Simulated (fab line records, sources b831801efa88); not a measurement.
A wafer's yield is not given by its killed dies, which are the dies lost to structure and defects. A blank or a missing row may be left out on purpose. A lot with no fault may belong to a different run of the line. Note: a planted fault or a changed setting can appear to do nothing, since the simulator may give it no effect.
The tool behind it: which one?	flow gf180mcu	39 wafers from 13 lots sampled at 5 of the route's 602 steps

## WHAT THE GAUGES READ, wafer by wafer
GF_VT_IMPLANT_OVL_MEAS_29. Usual: for VT_IMPLANT_02_OVL the level is -0.1 nm and the standard deviation is 1.4.
lot	measured	on	VT_IMPLANT_02_OVL (nm)	flag
L725	day 6 21:51	overlay-01	-1.6 -2.9 -2.1	
L726	day 7 06:34	overlay-02	1.0 1.5 1.4	
L727	day 7 09:24	overlay-01	0.2 0.1 -1.8	
L728	day 7 15:22	overlay-01	1.0 1.1 2.2	
L735	day 9 15:40	overlay-01	177.9 177.0 176.9 176.9 175.6 176.0	OFF
L738	day 10 08:48	overlay-01	176.9 176.7 178.0 176.3 176.1 177.1	OFF
L739	day 10 18:51	overlay-01	0.8 0.3 -0.7	
L741	day 11 06:25	overlay-02	0.2 1.7 1.2	
L742	day 11 11:12	overlay-02	1.5 1.3 2.3	
L745	day 12 08:00	overlay-02	-0.3 -0.5 0.8	
L746	day 12 15:04	overlay-01	-1.9 -3.6 -1.6	
L747	day 12 20:27	overlay-02	1.2 1.0 0.8	
L748	day 13 02:31	overlay-02	-0.4 -0.3 -0.7	

GF_VT_IMPLANT_RS_MEAS_48: measures by four-point-probe. Usual: for LVPWELL_RS the level is 1198 ohm/sq and the standard deviation is 3.8.
lot	measured	on	LVPWELL_RS (ohm/sq)	flag
L725	day 7 14:14	filmMetro-03	1201 1199 1198	
L726	day 7 23:32	filmMetro-03	1203 1205 1203	
L727	day 8 02:24	filmMetro-03	1205 1197 1199	
L728	day 8 08:16	filmMetro-02	1193 1190 1191	
L739	day 11 14:44	filmMetro-03	1200 1199 1202	
L741	day 12 02:35	filmMetro-04	1193 1193 1191	
L742	day 12 07:26	filmMetro-03	1203 1200 1203	
L745	day 13 05:02	filmMetro-04	1204 1206 1203	
L746	day 13 12:20	filmMetro-03	1197 1195 1197	
L747	day 13 17:47	filmMetro-04	1198 1197 1192	
L748	day 13 23:34	filmMetro-02	1202 1197 1203	

## EACH LOT AND THE TOOL THAT RAN IT (in order: tool; ch and the chambers of the sampled wafers; start)
lot	GF_VT_IMPLANT_STRIP_09	GF_VT_IMPLANT_STRIP_20	GF_VT_IMPLANT_EXPOSE_26
L725	plasmaAsher-04 ch 0,1, day 5 15:14	plasmaAsher-03 ch 0,1, day 6 06:23	ilineStepper-01 ch 0, day 6 14:38
L726	plasmaAsher-04 ch 0,1, day 5 23:17	plasmaAsher-04 ch 0,1, day 6 15:01	ilineStepper-02 ch 0, day 6 22:49
L727	plasmaAsher-04 ch 0,1, day 6 03:08	plasmaAsher-03 ch 0,1, day 6 18:20	ilineStepper-01 ch 0, day 7 01:53
L728	plasmaAsher-03 ch 0,1, day 6 09:08	plasmaAsher-04 ch 0,1, day 6 23:53	ilineStepper-01 ch 0, day 7 07:55
L735	plasmaAsher-04 ch 0,1, day 8 05:32	plasmaAsher-02 ch 0,1, day 8 22:29	ilineStepper-02 ch 0, day 9 07:20
L738	plasmaAsher-03 ch 0,1, day 8 21:35	plasmaAsher-03 ch 0,1, day 9 14:56	ilineStepper-02 ch 0, day 9 23:59
L739	plasmaAsher-03 ch 0,1, day 9 07:41	plasmaAsher-03 ch 0,1, day 10 00:41	ilineStepper-01 ch 0, day 10 10:01
L741	plasmaAsher-02 ch 0,1, day 9 18:19	plasmaAsher-02 ch 0,1, day 10 12:40	ilineStepper-01 ch 0, day 10 21:58
L742	plasmaAsher-04 ch 0,1, day 9 22:44	plasmaAsher-02 ch 0,1, day 10 17:08	ilineStepper-01 ch 0, day 11 02:24
L745	plasmaAsher-03 ch 0,1, day 10 17:59	plasmaAsher-04 ch 0,1, day 11 12:23	ilineStepper-01 ch 0, day 11 22:37
L746	plasmaAsher-04 ch 0,1, day 11 00:13	plasmaAsher-03 ch 0,1, day 11 19:10	ilineStepper-01 ch 0, day 12 05:05
L747	plasmaAsher-04 ch 0,1, day 11 05:23	plasmaAsher-03 ch 0,1, day 12 00:35	ilineStepper-01 ch 0, day 12 10:27
L748	plasmaAsher-03 ch 0,1, day 11 11:20	plasmaAsher-04 ch 0,1, day 12 06:44	ilineStepper-01 ch 0, day 12 17:04
- GF_VT_IMPLANT_STRIP_09: strips in O2/N2.
- GF_VT_IMPLANT_STRIP_20: strips in O2/N2.
- GF_VT_IMPLANT_EXPOSE_26: exposes mask LVPWELL HV AREA, target cd 860 nm.

## WHAT THE TOOLS THEMSELVES READ (means of the sampled wafers that have a number; where no wafer has one, the mark that the record gives instead)
GF_VT_IMPLANT_STRIP_09. Usual: drypumpMotorCurrentA 5.80 A, standard deviation 0.22; heaterPowerW 338 W, standard deviation 16; oesProductAu 0.715 a.u., standard deviation 0.0049; stripTimeToEndpointS 12.634 s, standard deviation 0.024.
lot	tool	drypumpMotorCurrentA (A)	heaterPowerW (W)	oesProductAu (a.u.)	stripTimeToEndpointS (s)	flag
L725	plasmaAsher-04	5.79	340	0.713	12.618	
L726	plasmaAsher-04	5.85	334	0.712	12.614	
L727	plasmaAsher-04	5.78	335	0.720	12.633	
L728	plasmaAsher-03	5.85	343	0.720	12.613	
L735	plasmaAsher-04	5.80	338	0.714	12.631	
L738	plasmaAsher-03	5.84	342	0.715	12.623	
L739	plasmaAsher-03	5.65	337	0.710	12.628	
L741	plasmaAsher-02	5.96	354	0.712	12.628	
L742	plasmaAsher-04	5.86	333	0.715	12.667	
L745	plasmaAsher-03	5.86	345	0.714	12.645	
L746	plasmaAsher-04	5.81	337	0.715	12.644	
L747	plasmaAsher-04	5.85	332	0.717	12.624	
L748	plasmaAsher-03	5.85	345	0.714	12.659	

GF_VT_IMPLANT_STRIP_20. Usual: drypumpMotorCurrentA 5.80 A, standard deviation 0.24; heaterPowerW 340 W, standard deviation 18; oesProductAu 0.716 a.u., standard deviation 0.0048; stripTimeToEndpointS 12.63 s, standard deviation 0.038.
lot	tool	drypumpMotorCurrentA (A)	heaterPowerW (W)	oesProductAu (a.u.)	stripTimeToEndpointS (s)	flag
L725	plasmaAsher-03	5.86	343	0.717	12.72	
L726	plasmaAsher-04	5.87	335	0.716	12.61	
L727	plasmaAsher-03	5.67	342	0.711	12.69	
L728	plasmaAsher-04	5.83	335	0.714	12.65	
L735	plasmaAsher-02	5.75	333	0.717	12.60	
L738	plasmaAsher-03	5.66	343	0.718	12.64	
L739	plasmaAsher-03	5.86	343	0.714	12.60	
L741	plasmaAsher-02	5.74	330	0.713	12.63	
L742	plasmaAsher-02	5.75	330	0.710	12.61	
L745	plasmaAsher-04	5.85	331	0.716	12.60	
L746	plasmaAsher-03	5.67	337	0.720	12.63	
L747	plasmaAsher-03	5.68	334	0.717	12.61	
L748	plasmaAsher-04	5.78	341	0.713	12.67	

## THE ANSWER, worked out from the rows above alone
Rule: a lot counts as off when the mean over its wafers that have a number is more than 3 standard deviations away from the usual mean. A lot without any number at a reading at which 4 lots or more have one is off too. Any other lot the step has rows for is counted as sound. After the gauges, taken in route order, come the tools' own readings; for these a lot's mean is taken, as printed above. The first step at which some lot is off is used, and at that step the reading that is off furthest; a lot without a number counts as furthest.
Off: at GF_VT_IMPLANT_OVL_MEAS_29 (VT_IMPLANT_02_OVL), L735, L738.
If a tool, at a process step before that reading, ran all the lots that are off and no sound lot after the first of them, it fits. Gauges at GF_VT_IMPLANT_OVL_MEAS_29: tried the same way as those tools. One fits: GF_VT_IMPLANT_EXPOSE_26 on ilineStepper-02. A fault onset in the window from L726 (day 6 22:49, its last sound lot) to L735 (day 9 07:20, its first lot off) fits.

## WHAT HAD BEEN PUT IN BY THE SIMULATOR
Scanner matching overlay: ilineStepper-02, from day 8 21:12 on, at GF_VT_IMPLANT_EXPOSE_26. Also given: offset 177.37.
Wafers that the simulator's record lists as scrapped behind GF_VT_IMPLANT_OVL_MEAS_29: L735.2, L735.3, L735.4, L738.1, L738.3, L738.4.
Struck lots among those shown: L735, L738. The rule given above showed the same thing.
